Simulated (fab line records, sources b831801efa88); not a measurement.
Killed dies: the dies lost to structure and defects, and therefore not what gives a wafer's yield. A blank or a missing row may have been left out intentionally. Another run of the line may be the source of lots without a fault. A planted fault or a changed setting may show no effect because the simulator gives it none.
A struck lot beside a sound one | flow sky130 | 19 out of 708 route steps
Sound: these wafers, L693.3, L693.4, L693.6. Struck: wafer L694.3. (L694.1, L694.2 of the same lot were not struck and are left out.) The cause comes at the end.
Per side, at each step with rows, come the tool, then ch with its chambers, and then its first start. Under that, the readings that differ: sound wafers | struck wafers | difference of the means | sigmas: that difference in standard deviations of wafers without a fault.
alike: a reading whose means differ by less than 2 such deviations, as well as words and numbers matching on both sides. not compared: withheld readings; readings where some wafer has no value; bounds like >300 that might hide an equal value; numbers whose values overlap and for which the record gives no deviation.
Wherever a step has rows on one side only, a row that says differs or no value, or a row with sigmas, the two part there. Numbers that don't overlap but have no deviation are shown without sigmas and don't part them. A reading missing from all wafers of one side parts the sides only when that side holds two or more wafers.

SKY_VIA1_ETCH_15: etches SiO2 in C4F8/O2/Ar, stops on TiN, target depth 351 nm, time 54 s.
  sound on rie-diel-04 ch 1,2, day 38 20:50; struck on rie-diel-03 ch 2, day 38 21:14
  alike: oes-product-au
then, 5 steps without rows for these wafers: SKY_VIA1_STRIP_16 (strips in O2/N2); SKY_VIA1_STRIP_17 (strips in post etch residue remover, time 1200 s); SKY_VIA1_CLEAN_18 (cleans in IPA, time 180 s); SKY_VIA1_CLEAN_19 (cleans in O3/DIW); SKY_VIA1_SPUTTER_20 (material TiN, target thk 20 nm, time 80 s).
SKY_VIA1_CVD_21: deposits W, target thk 270 nm, time 80.902 s.
  sound on cvd-w-02 ch 0,1, day 38 21:37; struck on cvd-w-02 ch 1, day 38 22:02
  alike: heater-power-w
SKY_VIA1_RS_MEAS_22: measurement is done with a four-point probe.
  sound on film-metro-02, day 38 21:43; struck on film-metro-02, day 38 22:08
  alike: VIA1_W_RS
SKY_VIA1_THK_MEAS_23: measures by xrf.
  sound on film-metro-02, day 38 21:49; struck on film-metro-02, day 38 22:15
  alike: VIA1_W_THK
SKY_VIA1_CMP_24: polishes, stops on SiO2, t overpolish 15 s, target thk 0 nm.
  sound on cmp-02 ch 0,1, day 38 21:55; struck on cmp-01 ch 1, day 38 22:19
  alike: motor-current-A, overpolish-run-s, platen-rpm, time-to-endpoint-s
then, 1 step without rows for these wafers: SKY_METAL2_SPUTTER_00 (material Ti, target thk 15 nm, time 10 s).
SKY_METAL2_SPUTTER_01: material TiN, target thk 20 nm, time 16.7 s.
  sound on pvd-sputter-01, day 38 22:11; struck on pvd-sputter-03, day 38 22:38
  alike: throttle-valve-pct
SKY_METAL2_SPUTTER_02: material AlCu, target thk 250 nm, time 13.3 s.
  sound on pvd-sputter-01, day 38 22:13; struck on pvd-sputter-03, day 38 22:40
  reading                                     | sound             | struck | difference | sigmas
  model.AlCu_of_METAL2_SPUTTER_02.thk-nm (nm) | 243.4 254.5 249.1 | 287.8  | +38.8      |
  alike: throttle-valve-pct
then, 1 step without rows for these wafers: SKY_METAL2_SPUTTER_03 (material Ti, target thk 5 nm, time 3.3 s).
SKY_METAL2_SPUTTER_04: material TiN, target thk 70 nm, time 58.3 s.
  sound on pvd-sputter-01, day 38 22:15; struck on pvd-sputter-03, day 38 22:42
  alike: throttle-valve-pct
SKY_METAL2_RS_MEAS_05: measurement is done with a four-point probe.
  sound on film-metro-02, day 38 22:21; struck on film-metro-02, day 38 22:45
  reading                 | sound                | struck | difference | sigmas
  METAL2_ALCU_RS (ohm/sq) | 0.1308 0.1247 0.1276 | 0.1100 | -0.0177    | -9
SKY_METAL2_THK_MEAS_06: measures by xrf.
  sound on film-metro-02, day 38 22:27; struck on film-metro-02, day 38 22:52
  reading              | sound       | struck | difference | sigmas
  METAL2_ALCU_THK (nm) | 242 253 247 | 285    | +38        | +9
then, 1 step without rows for these wafers: SKY_METAL2_DEHYDRATE_07 (time 60 s).
-- the record jumps here: 11 days lie between the struck wafers' starts before and after (it left off in module METAL2 and takes up again in module PAD_OPEN, whose first step shown is number 708 of the route) --
SKY_PAD_OPEN_PROBE_99:
  sound on prober-02, day 49 15:04; struck on prober-01, day 49 15:25
  reading                      | sound                | struck | difference | sigmas
  killed_at_M4_up              | 5 6 3                | 0      | -5         | -2
  model.etest.met2.line-ohm-um | 0.9264 0.8722 0.92   | 0.7843 | -0.1219    |
  model.etest.met2.rs-ohm-sq   | 0.1323 0.1261 0.1294 | 0.1109 | -0.0184    |
  alike: defect-limited-yield, killed_at_M0_to_M3, killed-at-contacts, killed-at-front-end, killed-at-other, killed-dies, killed-open, killed-short, sort_bin_3_pad_short, sort_bin_5_function, sort_bin_6_memory, sort-n-pass, sort-yield-pct

== WHERE THEY PART ==
First at SKY_METAL2_RS_MEAS_05; last, within this record, at SKY_PAD_OPEN_PROBE_99.

WHY: what the simulator had put in
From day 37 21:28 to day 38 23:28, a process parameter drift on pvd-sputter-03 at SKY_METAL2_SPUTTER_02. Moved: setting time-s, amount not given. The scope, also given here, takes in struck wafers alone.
